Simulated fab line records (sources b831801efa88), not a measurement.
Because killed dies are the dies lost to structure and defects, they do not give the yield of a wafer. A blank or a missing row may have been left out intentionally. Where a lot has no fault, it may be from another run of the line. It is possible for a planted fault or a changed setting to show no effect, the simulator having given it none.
fab line records	flow gf180mcu
record: lots: 7	wafers: 19	last-day: 34
route steps=602 shown CONTACT@314 M1@315
lots that met no fault: from a run of the same line without faults
start-h: hours from the record's opening day to when the first of the lot's shown wafers began	wait-h: hours from the lot's prior step to this one	" as in the row above	L1.1+2: a row that stands for several wafers	- no value present, or no start provided	* or withheld: withheld	< > ~ a bound
route shown NAME@n: NAME is a module with steps in the file, n the number in the route of the first one	usual: mean/standard deviation taken from wafers without a fault	same: alike in all rows	chamber/n: place in a boat	sites: readings site by site	_std_site: how widely they spread, as a standard deviation	_edge_site: outer sites' mean less inner sites'	radius-mm: for every site, how far away it sits from the centre of the wafer	mask NAME#n: copy n	behind: the most recent tool/chamber to have shaped the wafer	hold: why the lot was held/for how many hours/how that ended	device: whichever transistor did not switch (one of n, p or np)	end of line: the same wafers' tests at the end of the route	a step given without rows: its recipe and nothing more	killed: at the first sort, the dies lost to defects and structure; wafer yield is something else	map: per-die view of a wafer (x killed, . not killed, _ where there is no die)
set.NAME: setting as actually run; set.NAME@STEP: the setting as run at that earlier step	model.NAME: the simulator's own value behind a step, which no gauge read
lots at selected steps of the route; one table per step, one row per wafer
services: a tool's chamber out of use, with start hour (start-h, from the record's first day; less than 0 if before it), hours out, and reason
== steps ==
step: GF_CONTACT_CMP_27
recipe: stop-on: SiO2	down-force-psi: 3.5	platen-rpm: 60	t-overpolish-s: 15	target-thk-nm: 0	pad-velocity-m-s: 0.94248
usual: motor-current-A: 11.5/1.4	overpolish-run-s: 15.001/0.0085	time-to-endpoint-s: 71/3.1
lot.wafer	tool	chamber	start-h	wait-h	motor-current-A	overpolish-run-s	time-to-endpoint-s
L103.4	cmp-02	1	414.80	0.0	13.0	15.011	73
L103.2	"	3	"	"	9.3	14.994	68
L103.3	"	0	"	"	8.8	14.996	72
L105.4	cmp-01	0	428.49	0.1	10.7	14.998	74
L105.6	"	3	"	"	11.1	14.999	75
L105.5	"	0	"	"	11.2	15.005	71
L111.1	cmp-02	3	481.97	0.1	9.3	15.003	72
L111.3	"	0	"	"	8.6	15.003	69
L111.5	"	0	"	"	8.6	14.999	71
L112.2	cmp-01	1	502.63	0.0	12.8	15.002	67
L112.1	"	3	"	"	10.7	15.001	71
L112.5	"	1	"	"	13.6	15.016	64
L114.2	cmp-01	0	518.95	0.0	11.8	15.006	71
L114.1	"	1	"	"	13.6	15.003	68
L115.3	cmp-01	0	526.06	0.2	11.1	15.000	66
L115.5	"	2	"	"	11.2	14.996	66
L119.3	cmp-01	1	553.79	0.1	14.0	14.998	69
L119.2	"	2	"	"	10.6	15.010	72
L119.6	"	1	"	"	14.0	15.004	72
step: GF_M1_SPUTTER_00
recipe: material: Ti	target-thk-nm: 37.5	arriving-ion-energy-ev: 80	substrate-temp-c: 200	chamber-pressure-pa: 2	power-w: 4000	time-s: 150
step: GF_M1_SPUTTER_01
recipe: material: TiN	target-thk-nm: 30	power-w: 6500	time-s: 25	chamber-pressure-pa: 0.4
step: GF_M1_SPUTTER_02
recipe: material: AlCu	target-thk-nm: 450	power-w: 10600	time-s: 23.9	chamber-pressure-pa: 0.4
usual: throttle-valve-pct: 29.7/1.1
lot.wafer	tool	chamber	start-h	wait-h	throttle-valve-pct
L103.2	pvd-sputter-03	-	415.23	0.0	32.4
L103.3	"	-	"	"	29.6
L103.4	"	-	"	"	30.5
L105.4	pvd-sputter-02	-	428.87	0.0	30.2
L105.5	"	-	"	"	29.1
L105.6	"	-	"	"	28.6
L111.1	pvd-sputter-02	-	482.40	0.0	28.9
L111.3	"	-	"	"	29.2
L111.5	"	-	"	"	29.0
L112.1	pvd-sputter-03	-	503.06	0.0	32.5
L112.2	"	-	"	"	29.5
L112.5	"	-	"	"	28.1
L114.1	pvd-sputter-04	-	519.39	0.0	30.7
L114.2	"	-	"	"	28.3
L115.3	pvd-sputter-03	-	526.34	0.0	28.3
L115.5	"	-	"	"	28.4
L119.2	pvd-sputter-04	-	554.17	0.0	28.5
L119.3	"	-	"	"	29.0
L119.6	"	-	"	"	29.7
step: GF_M1_SPUTTER_03
recipe: material: Ti	target-thk-nm: 10	substrate-temp-c: 300	chamber-pressure-pa: 0.3	power-w: 3000	time-s: 6.7
usual: throttle-valve-pct: 29.7/1.1
lot.wafer	tool	chamber	start-h	wait-h	throttle-valve-pct
L103.2	pvd-sputter-03	-	415.26	0.0	32.4
L103.3	"	-	"	"	29.6
L103.4	"	-	"	"	30.4
L105.4	pvd-sputter-02	-	428.90	0.0	30.3
L105.5	"	-	"	"	29.0
L105.6	"	-	"	"	28.6
L111.1	pvd-sputter-02	-	482.43	0.0	29.0
L111.3	"	-	"	"	29.1
L111.5	"	-	"	"	29.0
L112.1	pvd-sputter-03	-	503.09	0.0	32.2
L112.2	"	-	"	"	29.8
L112.5	"	-	"	"	28.1
L114.1	pvd-sputter-04	-	519.42	0.0	30.9
L114.2	"	-	"	"	28.6
L115.3	pvd-sputter-03	-	526.37	0.0	28.0
L115.5	"	-	"	"	28.1
L119.2	pvd-sputter-04	-	554.20	0.0	28.6
L119.3	"	-	"	"	29.6
L119.6	"	-	"	"	29.4
step: GF_M1_SPUTTER_04
recipe: material: TiN	target-thk-nm: 50	power-w: 6500	time-s: 41.7	chamber-pressure-pa: 0.4
usual: throttle-valve-pct: 29.7/1.1
lot.wafer	tool	chamber	start-h	wait-h	throttle-valve-pct
L103.2	pvd-sputter-03	-	415.28	0.0	32.5
L103.3	"	-	"	"	29.6
L103.4	"	-	"	"	30.4
L105.4	pvd-sputter-02	-	428.92	0.0	30.2
L105.5	"	-	"	"	29.0
L105.6	"	-	"	"	28.6
L111.1	pvd-sputter-02	-	482.45	0.0	29.0
L111.3	"	-	"	"	28.9
L111.5	"	-	"	"	28.7
L112.1	pvd-sputter-03	-	503.11	0.0	32.3
L112.2	"	-	"	"	29.2
L112.5	"	-	"	"	28.2
L114.1	pvd-sputter-04	-	519.44	0.0	30.8
L114.2	"	-	"	"	28.5
L115.3	pvd-sputter-03	-	526.39	0.0	28.1
L115.5	"	-	"	"	28.2
L119.2	pvd-sputter-04	-	554.22	0.0	28.5
L119.3	"	-	"	"	29.0
L119.6	"	-	"	"	29.3
step: GF_M1_RS_MEAS_05
recipe: thk-meas-gauge: four-point-probe	reads: TiN_of_M1_SPUTTER_04+Ti_of_M1_SPUTTER_03+AlCu_of_M1_SPUTTER_02+TiN_of_M1_SPUTTER_01+Ti_of_M1_SPUTTER_00
usual: M1_ALCU_RS: 0.0694/0.00058
lot.wafer	tool	chamber	start-h	wait-h	M1_ALCU_RS[ohm/sq]
L103.2	film-metro-02	-	415.34	0.0	0.0697
L103.3	"	-	"	"	0.0700
L103.4	"	-	"	"	0.0693
L105.4	film-metro-01	-	429.02	0.1	0.0687
L105.5	"	-	"	"	0.0691
L105.6	"	-	"	"	0.0689
L111.1	film-metro-03	-	482.49	0.0	0.0696
L111.3	"	-	"	"	0.0689
L111.5	"	-	"	"	0.0693
L112.1	film-metro-02	-	503.15	0.0	0.0680
L112.2	"	-	"	"	0.0689
L112.5	"	-	"	"	0.0693
L114.1	film-metro-02	-	519.48	0.0	0.0687
L114.2	"	-	"	"	0.0697
L115.3	film-metro-02	-	526.49	0.1	0.0703
L115.5	"	-	"	"	0.0703
L119.2	film-metro-03	-	554.28	0.0	0.0703
L119.3	"	-	"	"	0.0695
L119.6	"	-	"	"	0.0695
step: GF_M1_THK_MEAS_06
recipe: thk-meas-gauge: xrf	reads: AlCu_of_M1_SPUTTER_02
usual: M1_ALCU_THK: 446/4.1
lot.wafer	tool	chamber	start-h	wait-h	M1_ALCU_THK[nm]
L103.2	film-metro-02	-	415.45	0.1	443
L103.3	"	-	"	"	439
L103.4	"	-	"	"	443
L105.4	film-metro-01	-	429.11	0.1	448
L105.5	"	-	"	"	446
L105.6	"	-	"	"	447
L111.1	film-metro-03	-	482.61	0.1	442
L111.3	"	-	"	"	448
L111.5	"	-	"	"	449
L112.1	film-metro-02	-	503.27	0.1	453
L112.2	"	-	"	"	446
L112.5	"	-	"	"	443
L114.1	film-metro-02	-	519.60	0.1	450
L114.2	"	-	"	"	442
L115.3	film-metro-02	-	526.59	0.1	441
L115.5	"	-	"	"	439
L119.2	film-metro-03	-	554.39	0.1	441
L119.3	"	-	"	"	444
L119.6	"	-	"	"	445
step: GF_M1_DEHYDRATE_07
recipe: temp-c: 200	time-s: 60
step: GF_M1_HMDS_08
recipe: prime-time-s: 60	prime-temp-c: 120
step: GF_M1_COAT_09
recipe: resist: KrF	spin-rpm: withheld	resist-thk-nm: 1000
step: GF_M1_SOFTBAKE_10
recipe: temp-c: 130	time-s: 60	resist: KrF
step: GF_M1_EXPOSE_11
recipe: mask-id: Metal1	target-cd-nm: 230	na: 0.68	source-shape: conventional	sigma-outer: 0.6	dose-mj: 28
lot.wafer	tool	chamber	start-h	wait-h	mask
L103.2+3+4	krf-scanner-02	0	427.18	-	Metal1#0
L105.4+5+6	krf-scanner-01	0	441.24	-	Metal1#0
L111.1+3+5	krf-scanner-02	0	494.37	-	Metal1#0
L112.1+2+5	krf-scanner-02	0	515.17	-	Metal1#0
L114.1+2	krf-scanner-02	0	531.41	-	Metal1#0
L115.3+5	krf-scanner-02	0	538.48	-	Metal1#0
L119.2+3+6	krf-scanner-01	0	565.99	-	Metal1#0
step: GF_M1_PEB_12
recipe: peb-temp-c: 135	peb-time-s: 90	resist: KrF
step: GF_M1_DEVELOP_13
recipe: develop-time-s: 60	dev-temp-c: 21
step: GF_M1_CD_MEAS_14
recipe: target-cd-nm: 230
usual: cd-nm: 229.7/1.3
lot.wafer	tool	chamber	start-h	wait-h	cd-nm
L103.2	cd-sem-01	-	439.34	0.1	228.5
L103.3	"	-	"	"	227.9
L103.4	"	-	"	"	228.0
L105.4	cd-sem-02	-	452.78	0.1	228.2
L105.5	"	-	"	"	229.1
L105.6	"	-	"	"	228.9
L111.1	cd-sem-02	-	506.54	0.1	230.0
L111.3	"	-	"	"	231.1
L111.5	"	-	"	"	229.5
L112.1	cd-sem-02	-	526.79	0.1	125.4
L112.2	"	-	"	"	230.8
L112.5	"	-	"	"	123.9
L114.1	cd-sem-02	-	542.94	0.1	129.0
L114.2	"	-	"	"	228.6
L115.3	cd-sem-01	-	549.68	0.1	231.0
L115.5	"	-	"	"	128.9
L119.2	cd-sem-02	-	576.99	0.1	229.0
L119.3	"	-	"	"	229.7
L119.6	"	-	"	"	229.8
step: GF_M1_OVL_MEAS_15
usual: M1_OVL: 0/5.5
lot.wafer	tool	chamber	start-h	wait-h	M1_OVL[nm]
L103.2	overlay-02	-	439.45	0.1	-7
L103.3	"	-	"	"	1
L103.4	"	-	"	"	0
L105.4	overlay-01	-	452.86	0.1	-2
L105.5	"	-	"	"	2
L105.6	"	-	"	"	-2
L111.1	overlay-01	-	506.66	0.1	0
L111.3	"	-	"	"	-4
L111.5	"	-	"	"	-5
L112.1	overlay-02	-	526.91	0.1	9
L112.2	"	-	"	"	-1
L112.5	"	-	"	"	-9
L114.1	overlay-02	-	543.06	0.1	-4
L114.2	"	-	"	"	-3
L115.3	overlay-02	-	549.78	0.1	2
L115.5	"	-	"	"	-5
L119.2	overlay-01	-	577.10	0.1	4
L119.3	"	-	"	"	12
L119.6	"	-	"	"	10
step: GF_M1_METAL_ETCH_16
recipe: chemistry: Cl2/BCl3	mask-material: KrF	target-depth-nm: 627.5	stop-on: SiO2	pressure-mtorr: 8	icp-w: 800	bias-w: 140	Cl2_flow_sccm: 80	bcl3-flow-sccm: 40	time-s: 104.6
usual: drypump-motor-current-A: 5.7/0.36	oes-product-au: 0.972/0.0055	throttle-valve-pct: 28.250/0.0091
lot.wafer	tool	chamber	start-h	wait-h	drypump-motor-current-A	oes-product-au	rf-hours-counter-h	throttle-valve-pct	model.M1.cd-nm
L103.2	rie-metal-03	0	439.52	0.1	5.4	0.975	-	28.251	227.7
L103.3	"	0	"	"	5.4	0.972	-	28.244	229.4
L103.4	"	0	"	"	5.4	0.967	-	28.255	229.4
L105.4	rie-metal-04	0	452.91	0.0	5.5	0.982	-	28.256	228.2
L105.5	"	1	"	"	5.2	0.975	-	28.252	229.3
L105.6	"	0	"	"	5.5	0.977	-	28.243	226.9
L111.1	rie-metal-04	0	506.70	0.0	5.5	0.973	2	28.249	232.2
L111.3	"	1	"	"	5.2	0.975	-	28.240	230.1
L111.5	"	1	"	"	5.2	0.981	-	28.251	229.5
L112.1	rie-metal-04	0	526.95	0.0	5.5	0.977	2	28.249	125.6
L112.2	"	1	"	"	5.2	0.976	10	28.250	230.2
L112.5	"	0	"	"	5.5	0.968	-	28.258	123.3
L114.1	rie-metal-03	1	543.10	0.0	6.2	0.978	4	28.237	126.1
L114.2	"	0	"	"	5.4	0.966	2	28.255	233.7
L115.3	rie-metal-03	1	549.84	0.1	6.3	0.968	-	28.258	227.6
L115.5	"	0	"	"	5.4	0.964	-	28.247	125.2
L119.2	rie-metal-02	1	577.13	0.0	5.8	0.967	0	28.247	226.4
L119.3	"	0	"	"	6.0	0.974	-	28.253	229.3
L119.6	"	1	"	"	5.8	0.973	-	28.260	228.5
step: GF_M1_STRIP_17
recipe: chemistry: O2/N2	power-w: 1400	pressure-mtorr: 1500	platen-temp-c: 250	o2-flow-sccm: 3000	n2-flow-sccm: 300	overash-fraction: 0.5
usual: drypump-motor-current-A: 5.9/0.63	heater-power-w: 341/21	oes-product-au: 0.557/0.0051	strip-time-to-endpoint-s: 7.86/0.044
lot.wafer	tool	chamber	start-h	wait-h	drypump-motor-current-A	heater-power-w	oes-product-au	rf-hours-counter-h	strip-time-to-endpoint-s
L103.2	plasma-asher-03	0	439.70	0.1	6.1	355	0.560	1	7.83
L103.3	"	1	"	"	6.7	336	0.556	-	7.81
L103.4	"	0	"	"	6.1	355	0.555	-	7.80
L105.4	plasma-asher-01	0	453.02	0.1	6.3	334	0.565	-	7.88
L105.5	"	0	"	"	6.3	333	0.562	-	7.82
L105.6	"	1	"	"	5.6	407	0.556	-	7.85
L111.1	plasma-asher-03	1	506.81	0.1	6.7	324	0.556	8	7.86
L111.3	"	1	"	"	6.7	333	0.562	-	7.81
L111.5	"	1	"	"	6.7	327	0.552	-	7.79
L112.1	plasma-asher-02	0	527.06	0.1	5.3	313	0.559	41	7.88
L112.2	"	1	"	"	5.0	339	0.563	41	7.85
L112.5	"	0	"	"	5.3	320	0.547	-	7.84
L114.1	plasma-asher-03	0	543.21	0.1	6.1	354	0.549	12	7.88
L114.2	"	1	"	"	6.7	344	0.553	12	7.85
L115.3	plasma-asher-03	0	549.95	0.1	6.1	362	0.558	-	7.86
L115.5	"	0	"	"	6.1	363	0.554	-	7.85
L119.2	plasma-asher-03	1	577.24	0.1	6.7	332	0.554	16	7.82
L119.3	"	0	"	"	6.1	368	0.554	-	7.84
L119.6	"	1	"	"	6.7	346	0.557	-	7.79
== services ==
tool	chamber	start-h	hours	kind
pvd-sputter-04	-	401.76	1.1	repair
cmp-01	-	404.21	4.0	pm
krf-scanner-01	-	408.29	0.2	repair
krf-scanner-01	-	410.16	1.3	pm
pvd-sputter-04	-	413.04	1.2	repair
krf-scanner-01	-	417.52	0.8	pm
plasma-asher-03	-	421.25	9.0	pm
krf-scanner-01	-	421.68	1.0	pm
krf-scanner-01	-	424.03	4.0	pm
rie-metal-03	1	436.40	17.0	repair
cmp-01	-	438.71	8.3	pm
plasma-asher-03	-	466.03	2.8	repair
rie-metal-02	-	473.86	1.4	pm
krf-scanner-02	-	481.52	0.2	repair
krf-scanner-01	-	501.49	7.2	pm
krf-scanner-02	-	513.78	0.8	pm
cmp-01	-	517.49	1.2	repair
krf-scanner-02	-	526.22	3.0	pm
krf-scanner-01	-	529.67	36.0	pm
cmp-02	-	551.21	0.2	repair
krf-scanner-02	-	565.67	1.3	pm
krf-scanner-02	-	566.97	1.0	pm
cmp-02	-	572.21	4.0	pm
cmp-01	-	576.21	5.5	pm
== key ==
first-sign: step: GF_M1_CD_MEAS_14	reading: cd-nm	direction: down	sigmas: 78	usual: 229.7	struck: 126.8
effect none on later readings
model-effect: step: GF_M1_METAL_ETCH_16	value: M1.cd-nm	without: 228.7	struck: 125
met-at GF_M1_EXPOSE_11
struck-wafers L112.1,L112.5,L114.1,L115.5
later-rows-left-out L112.1,L112.5,L114.1,L115.5
sort-left-out L112.1,L112.5,L114.1,L115.5
onset-between 494.37 515.17
fault: kind: process-parameter-drift	tool: krf-scanner-02	chamber: -	onset-h: 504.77	steps: GF_M1_EXPOSE_11	channel: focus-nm	offset: 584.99	shape: step	end-h: 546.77	scope: struck-wafers-only
sort-left-out: the simulated sort isn't trusted on such a fault, so these wafers' sort isn't shown, and their yield isn't known
later-rows-left-out: the simulator's readings of these wafers behind a module that went badly wrong aren't trusted and aren't shown, but for the sort
